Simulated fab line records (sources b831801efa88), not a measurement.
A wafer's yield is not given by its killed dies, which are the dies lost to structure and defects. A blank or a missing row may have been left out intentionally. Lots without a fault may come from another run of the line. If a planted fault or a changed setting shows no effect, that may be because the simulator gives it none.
fab line records | flow gf180mcu | part 2 of 2: steps 32 to 43 of 43
record: lots: 5 wafers: 15 last-day: 32
route steps=602 shown VT_IMPLANT@92
lots with no fault: from the same line, run without faults
start-h: start of the lot's first displayed wafer, in hours after the record's first day | wait-h: how many hours have passed since the lot's step before this one | " as in the row above | L1.1+2: one row covering several wafers at once | - value missing, or start not given | * or withheld: withheld | < > ~ a bound
route shown NAME@n: names a module that has steps shown in the file, with the first one's number in the route | usual: mean/standard deviation of fault-free wafers | same: alike in all rows | chamber/n: place in a boat | sites: the reading at each site | _std_site: standard deviation of those values | _edge_site: the outer-site mean with the inner-site mean subtracted | radius-mm: for every site, how far away it sits from the centre of the wafer | mask NAME#n: copy n | behind: tool/chamber where the wafer was last shaped | hold: the reason the lot was held/the length of the hold in hours/how it ended | device: transistor that didn't switch, given as n, p or np | end of line: tests run on the same wafers once the route is complete | a step without rows: its recipe alone | killed: not the wafer's yield, but the dies lost to structure and defects at the first sort | map: shows each die of a wafer: x if killed, . if not, _ if none is there
set.NAME: the setting as run; set.NAME@STEP: as run at that earlier step | model.NAME: the simulator's own value behind a step, which no gauge read
lots seen at some steps along the route; tables by step, rows by wafer
services: the hour from which a tool's chamber was out of use, counted from the record's first day as start-h (under 0 if before that day), plus the number of hours and why
== steps ==
step: GF_VT_IMPLANT_DEHYDRATE_33
recipe: temp-c: 200 time-s: 60
columns lot.wafer tool chamber start-h wait-h
L077.2+4+5 litho-track-04 0 166.91 6.8
L080.1+2+5 litho-track-02 0 184.66 7.1
L083.2+4+6 litho-track-02 0 204.29 7.6
L085.4+5+6 litho-track-01 0 219.63 8.0
L089.1+4+6 litho-track-04 0 244.88 8.7
step: GF_VT_IMPLANT_HMDS_34
recipe: prime-time-s: 60 prime-temp-c: 120
columns lot.wafer tool chamber start-h wait-h
L077.2+4+5 litho-track-04 0 167.06 0.1
L080.1+2+5 litho-track-02 0 184.81 0.1
L083.2+4+6 litho-track-02 0 204.44 0.1
L085.4+5+6 litho-track-01 0 219.78 0.1
L089.1+4+6 litho-track-04 0 245.03 0.1
step: GF_VT_IMPLANT_COAT_35
recipe: resist: NOVOLAK spin-rpm: 3000 resist-thk-nm: 1000
columns lot.wafer tool chamber start-h wait-h
L077.2+4+5 litho-track-04 0 167.21 0.1
L080.1+2+5 litho-track-02 0 184.96 0.1
L083.2+4+6 litho-track-02 0 204.59 0.1
L085.4+5+6 litho-track-01 0 219.93 0.1
L089.1+4+6 litho-track-04 0 245.18 0.1
step: GF_VT_IMPLANT_SOFTBAKE_36
recipe: temp-c: 90 time-s: 60 resist: NOVOLAK
columns lot.wafer tool chamber start-h wait-h
L077.2+4+5 litho-track-04 0 167.36 0.1
L080.1+2+5 litho-track-02 0 185.11 0.1
L083.2+4+6 litho-track-02 0 204.74 0.1
L085.4+5+6 litho-track-01 0 220.08 0.1
L089.1+4+6 litho-track-04 0 245.33 0.1
step: GF_VT_IMPLANT_EXPOSE_37
recipe: mask-id: Nwell_HV_AREA target-cd-nm: 860 na: 0.6 source-shape: conventional sigma-outer: 0.6 dose-mj: 140
usual: reticle-temp-C: 23.01/0.11
columns lot.wafer tool chamber start-h wait-h mask reticle-temp-C
L077.2 iline-stepper-02 0 - - Nwell_HV_AREA#0 22.90
L077.4 " 0 " " Nwell_HV_AREA#0 22.91
L077.5 " 0 " " Nwell_HV_AREA#0 22.99
L080.1 iline-stepper-01 0 - - Nwell_HV_AREA#0 22.92
L080.2 " 0 " " Nwell_HV_AREA#0 22.99
L080.5 " 0 " " Nwell_HV_AREA#0 23.00
L083.2 iline-stepper-01 0 - - Nwell_HV_AREA#0 22.91
L083.4 " 0 " " Nwell_HV_AREA#0 22.87
L083.6 " 0 " " Nwell_HV_AREA#0 22.75
L085.4 iline-stepper-01 0 - - Nwell_HV_AREA#0 22.90
L085.5 " 0 " " Nwell_HV_AREA#0 22.97
L085.6 " 0 " " Nwell_HV_AREA#0 22.97
L089.1 iline-stepper-02 0 - - Nwell_HV_AREA#0 22.99
L089.4 " 0 " " Nwell_HV_AREA#0 23.03
L089.6 " 0 " " Nwell_HV_AREA#0 22.93
step: GF_VT_IMPLANT_PEB_38
recipe: temp-c: withheld time-s: * resist: NOVOLAK
columns lot.wafer tool chamber start-h wait-h
L077.2+4+5 litho-track-01 0 - -
L080.1+2+5 litho-track-02 0 - -
L083.2+4+6 litho-track-02 0 - -
L085.4+5+6 litho-track-01 0 - -
L089.1+4+6 litho-track-04 0 - -
step: GF_VT_IMPLANT_DEVELOP_39
recipe: develop-time-s: 60 dev-temp-c: 23
columns lot.wafer tool chamber start-h wait-h
L077.2+4+5 litho-track-01 0 175.28 0.1
L080.1+2+5 litho-track-02 0 194.16 0.1
L083.2+4+6 litho-track-02 0 213.39 0.1
L085.4+5+6 litho-track-01 0 228.83 0.1
L089.1+4+6 litho-track-04 0 254.33 0.1
step: GF_VT_IMPLANT_OVL_MEAS_40
usual: VT_IMPLANT_03_OVL: -0.1/1.3
columns lot.wafer tool chamber start-h wait-h VT_IMPLANT_03_OVL[nm]
L077.2 overlay-02 - 175.41 0.1 -1.7
L077.4 " - " " -0.4
L077.5 " - " " 0.8
L080.1 overlay-01 - 194.31 0.1 0.4
L080.2 " - " " 1.0
L080.5 " - " " 1.5
L083.2 overlay-01 - 213.52 0.1 0.8
L083.4 " - " " 0.7
L083.6 " - " " -1.6
L085.4 overlay-01 - 228.92 0.1 0.3
L085.5 " - " " -1.7
L085.6 " - " " -1.5
L089.1 overlay-02 - 254.48 0.1 -2.1
L089.4 " - " " -1.1
L089.6 " - " " 1.5
step: GF_VT_IMPLANT_IMPLANT_41
recipe: species: As energy-kev: 70 dose-cm2: 1.013e+12 tilt-deg: 7
usual: beam-energy-keV: 69.996/0.021
columns lot.wafer tool chamber start-h wait-h beam-energy-keV
L077.2 implanter-01 0 175.46 0.0 69.986
L077.4 " 0 " " 70.038
L077.5 " 0 " " 69.991
L080.1 implanter-04 0 194.35 0.0 69.991
L080.2 " 0 " " 70.000
L080.5 " 0 " " 69.984
L083.2 implanter-02 0 213.57 0.0 69.963
L083.4 " 0 " " 69.982
L083.6 " 0 " " 69.998
L085.4 implanter-02 0 229.01 0.1 70.026
L085.5 " 0 " " 70.018
L085.6 " 0 " " 69.996
L089.1 implanter-04 0 254.52 0.0 69.985
L089.4 " 0 " " 69.994
L089.6 " 0 " " 69.991
step: GF_VT_IMPLANT_STRIP_42
recipe: chemistry: O2/N2 power-w: 1400 pressure-mtorr: 1500 platen-temp-c: 250 o2-flow-sccm: 3000 n2-flow-sccm: 300 overash-fraction: 0.5
usual: drypump-motor-current-A: 5.7/0.53 heater-power-w: 323/26 oes-product-au: 0.716/0.0044 strip-time-to-endpoint-s: 12.64/0.039
columns lot.wafer tool chamber start-h wait-h drypump-motor-current-A heater-power-w oes-product-au rf-hours-counter-h strip-time-to-endpoint-s
L077.2 plasma-asher-02 1 175.59 0.1 6.6 300 0.717 6 12.62
L077.4 " 0 " " 5.3 329 0.707 - 12.54
L077.5 " 1 " " 6.6 296 0.711 - 12.62
L080.1 plasma-asher-02 0 194.50 0.1 5.3 325 0.718 8 12.67
L080.2 " 1 " " 6.6 299 0.716 8 12.72
L080.5 " 1 " " 6.6 297 0.714 - 12.64
L083.2 plasma-asher-04 1 213.70 0.1 6.0 335 0.722 57 12.63
L083.4 " 1 " " 6.0 344 0.721 - 12.59
L083.6 " 1 " " 6.0 329 0.714 - 12.58
L085.4 plasma-asher-01 1 229.12 0.1 5.0 308 0.711 - 12.63
L085.5 " 1 " " 5.0 302 0.718 - 12.62
L085.6 " 0 " " 5.6 365 0.706 - 12.60
L089.1 plasma-asher-01 0 254.67 0.1 5.6 380 0.712 46 12.67
L089.4 " 0 " " 5.6 382 0.718 - 12.70
L089.6 " 0 " " 5.6 370 0.710 - 12.68
step: GF_VT_IMPLANT_TW_MEAS_43
usual: VT_IMPLANT_4_TW: 691/7.2
columns lot.wafer tool chamber start-h wait-h VT_IMPLANT_4_TW
L077.2 film-metro-04 - 175.70 0.1 694
L077.4 " - " " 690
L077.5 " - " " 695
L080.1 film-metro-01 - 194.60 0.1 699
L080.2 " - " " 701
L080.5 " - " " 704
L083.2 film-metro-04 - 213.81 0.1 688
L083.4 " - " " 688
L083.6 " - " " 690
L085.4 film-metro-04 - 229.22 0.1 686
L085.5 " - " " 687
L085.6 " - " " 686
L089.1 film-metro-01 - 254.77 0.1 698
L089.4 " - " " 696
L089.6 " - " " 696
step: GF_VT_IMPLANT_CLEAN_44
recipe: chemistry: SC1/SC2 mix: 1:4:20 temp-c: 70 time-s: 150 dry: n2-spin
columns lot.wafer tool chamber start-h wait-h
L077.2+4+5 wet-bench-04 1 175.75 0.0
L080.1+2+5 wet-bench-02 0 194.66 0.1
L083.2+4+6 wet-bench-04 1 213.86 0.0
L085.4+5+6 wet-bench-01 3 229.25 0.0
L089.1+4+6 wet-bench-02 2 254.83 0.1
== services ==
columns tool chamber start-h hours kind
implanter-04 - 104.61 3.1 repair
plasma-asher-02 - 108.75 9.0 pm
plasma-asher-02 0 108.75 9.0 vent-cycle
plasma-asher-02 1 108.75 9.0 vent-cycle
iline-stepper-01 0 116.84 - calibration
plasma-asher-02 0 117.75 - clean
plasma-asher-02 1 117.75 - clean
litho-track-01 - 137.45 - consumable-replace:filter
implanter-04 - 152.36 2.3 repair
implanter-04 - 168.89 4.1 repair
iline-stepper-02 - 170.25 1.7 pm
implanter-04 - 173.00 8.7 pm
implanter-01 - 183.39 3.7 pm
plasma-asher-04 - 186.68 14.6 pm
iline-stepper-02 - 194.48 10.1 repair
iline-stepper-02 0 203.50 - calibration
implanter-04 - 206.61 12.3 pm
plasma-asher-04 - 208.98 0.4 repair
wet-bench-04 - 217.12 1.3 repair
implanter-01 - 231.63 1.9 repair
